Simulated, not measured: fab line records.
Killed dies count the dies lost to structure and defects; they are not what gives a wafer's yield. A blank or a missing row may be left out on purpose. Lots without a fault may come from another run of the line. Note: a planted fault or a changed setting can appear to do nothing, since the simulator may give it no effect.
What tool caused it? | flow sky130 | 24 lots, 72 wafers sampled, at 3 steps of a route of 708

WHAT THE GAUGES SHOWED, per wafer
SKY_VT_ADJUST_HVTP_CD_MEAS_07: the cd target is 380 nm.
lot  | measured     | on       | cdNm (nm)
L074 | day 6 09:43  | cdSem-01 | 382.2 381.0 381.6
L075 | day 7 02:20  | cdSem-01 | 383.7 381.2 381.9
L077 | day 7 02:44  | cdSem-02 | 381.2 383.0 381.0
L076 | day 7 03:49  | cdSem-01 | 384.2 384.0 383.7
L079 | day 7 17:23  | cdSem-02 | 379.0 380.7 379.7
L078 | day 7 19:33  | cdSem-02 | 382.5 381.8 379.6
L080 | day 7 20:10  | cdSem-01 | 378.4 379.4 377.7
L081 | day 8 01:31  | cdSem-01 | 383.2 382.7 381.4
L082 | day 8 01:56  | cdSem-02 | 380.4 378.9 380.6
L083 | day 8 14:55  | cdSem-02 | 378.8 378.2 379.7
L084 | day 8 16:44  | cdSem-01 | 378.6 379.1 381.3
L085 | day 9 00:30  | cdSem-02 | 379.0 379.8 379.2
L086 | day 9 05:45  | cdSem-01 | 378.9 376.6 377.2
L087 | day 9 07:12  | cdSem-01 | 382.6 381.2 380.1
L088 | day 9 23:20  | cdSem-02 | 383.6 379.7 382.2
L089 | day 10 04:26 | cdSem-01 | 378.3 377.0 379.5
L090 | day 10 11:50 | cdSem-01 | 383.2 383.1 383.3
L091 | day 10 20:13 | cdSem-01 | 377.0 375.2 374.8
L092 | day 10 21:49 | cdSem-01 | 382.8 381.4 381.9
L093 | day 11 03:55 | cdSem-02 | 379.7 383.4 383.2
L094 | day 11 12:02 | cdSem-01 | 380.7 383.3 381.5
L095 | day 11 14:49 | cdSem-01 | 380.2 380.0 381.2
L096 | day 11 21:51 | cdSem-02 | 378.4 376.3 375.6
L097 | day 12 01:52 | cdSem-02 | 380.5 380.6 381.6

SKY_VT_ADJUST_PCH_OVL_MEAS_07.
lot  | measured     | on         | VT_ADJUST_PCH_OVL (nm)
L074 | day 10 18:44 | overlay-02 | 0.7 -0.5 1.0
L075 | day 11 15:02 | overlay-01 | 0.0 1.9 0.9
L077 | day 11 15:24 | overlay-02 | -1.1 0.4 -0.3
L076 | day 11 17:32 | overlay-01 | 1.1 4.7 2.2
L079 | day 12 08:52 | overlay-02 | -0.8 -1.3 -1.2
L078 | day 12 13:31 | overlay-02 | 0.3 -1.7 -0.2
L080 | day 12 14:23 | overlay-02 | 1.3 0.4 0.5
L081 | day 12 20:45 | overlay-02 | 1.3 0.0 -0.2
L082 | day 12 21:05 | overlay-01 | 1.4 1.3 -0.2
L083 | day 13 12:34 | overlay-01 | 0.4 0.6 -0.7
L084 | day 13 14:28 | overlay-01 | 1.9 1.7 0.4
L085 | day 14 01:37 | overlay-01 | 1.2 1.4 0.8
L086 | day 14 07:16 | overlay-01 | -0.4 0.3 0.3
L087 | day 14 08:56 | overlay-01 | -0.2 0.0 -0.2
L088 | day 15 06:02 | overlay-01 | 3.3 1.3 -0.5
L089 | day 15 11:38 | overlay-01 | 0.4 1.1 2.6
L090 | day 15 20:44 | overlay-02 | -0.5 0.6 -1.3
L091 | day 16 04:27 | overlay-02 | 0.3 -0.4 -0.4
L092 | day 16 08:01 | overlay-02 | 1.3 -1.4 1.8
L093 | day 16 17:47 | overlay-02 | 2.0 -0.2 0.2
L094 | day 17 01:56 | overlay-01 | 1.0 0.1 0.1
L095 | day 17 04:44 | overlay-02 | -1.9 -1.1 -2.2
L096 | day 17 13:14 | overlay-01 | -1.0 1.4 0.7
L097 | day 17 19:44 | overlay-02 | 2.0 -1.7 0.4

SKY_LDD_P_TW_MEAS_11.
lot  | measured     | on           | LDD_P_TW
L074 | day 19 15:38 | filmMetro-03 | 637 630 636
L075 | day 20 12:41 | filmMetro-04 | 636 635 635
L077 | day 20 15:27 | filmMetro-01 | 625 624 624
L076 | day 20 15:41 | filmMetro-01 | 621 625 625
L079 | day 21 09:02 | filmMetro-01 | 625 625 619
L078 | day 21 18:56 | filmMetro-01 | 623 625 622
L080 | day 21 15:01 | filmMetro-03 | 637 638 635
L081 | day 22 01:51 | filmMetro-03 | 636 635 637
L082 | day 22 02:28 | filmMetro-04 | 634 638 640
L083 | day 22 23:44 | filmMetro-04 | 637 634 636
L084 | day 23 05:07 | filmMetro-03 | 632 636 635
L085 | day 23 13:56 | filmMetro-03 | 637 638 635
L086 | day 23 20:50 | filmMetro-04 | 639 635 642
L087 | day 23 19:32 | filmMetro-01 | 623 625 621
L088 | day 24 16:25 | filmMetro-04 | 634 636 640
L089 | day 24 23:19 | filmMetro-04 | 635 634 636
L090 | day 25 08:55 | filmMetro-01 | 623 624 624
L091 | day 25 12:38 | filmMetro-03 | 636 637 641
L092 | day 25 21:59 | filmMetro-04 | 645 644 642
L093 | day 26 03:05 | filmMetro-01 | 625 621 621
L094 | day 26 12:44 | filmMetro-04 | 640 638 642
L095 | day 26 15:11 | filmMetro-01 | 618 624 618
L096 | day 27 04:23 | filmMetro-01 | 626 624 626
L097 | day 27 07:29 | filmMetro-04 | 640 640 636

EACH LOT AND THE TOOL THAT RAN IT (in order: tool; ch and the chambers of the sampled wafers; start)
The record holds no process step before these readings.

WHAT THE TOOLS THEMSELVES READ (means of the sampled wafers that have a number; where no wafer has one, the mark that the record gives instead)
The record holds no such reading with a usual standard deviation.

THE ANSWER, worked out from the rows above alone
Rule: the lots themselves supply what counts as usual. The widest of any qualifying gaps counts: lots, ordered by their means at a reading, are off when they make up no more than a third of the lots, leave a main group of 4 or more, and stand apart from it by 3 or more times the standard deviation of that group's means. A main group is skipped when, at the precision printed for the reading in the tables above, its means are all equal. A lot without any number at a reading at which 4 lots or more have one is off too. Any other lot the step has rows for is counted as sound. After the gauges, taken in route order, come the tools' own readings; for these a lot's mean is taken, as printed above. The first step at which some lot is off is used, and at that step the reading that is off furthest; a lot without a number counts as furthest.
Across all readings shown, no lot is off: no conclusion can be drawn from this.

WHAT THE SIMULATOR HAD PUT IN
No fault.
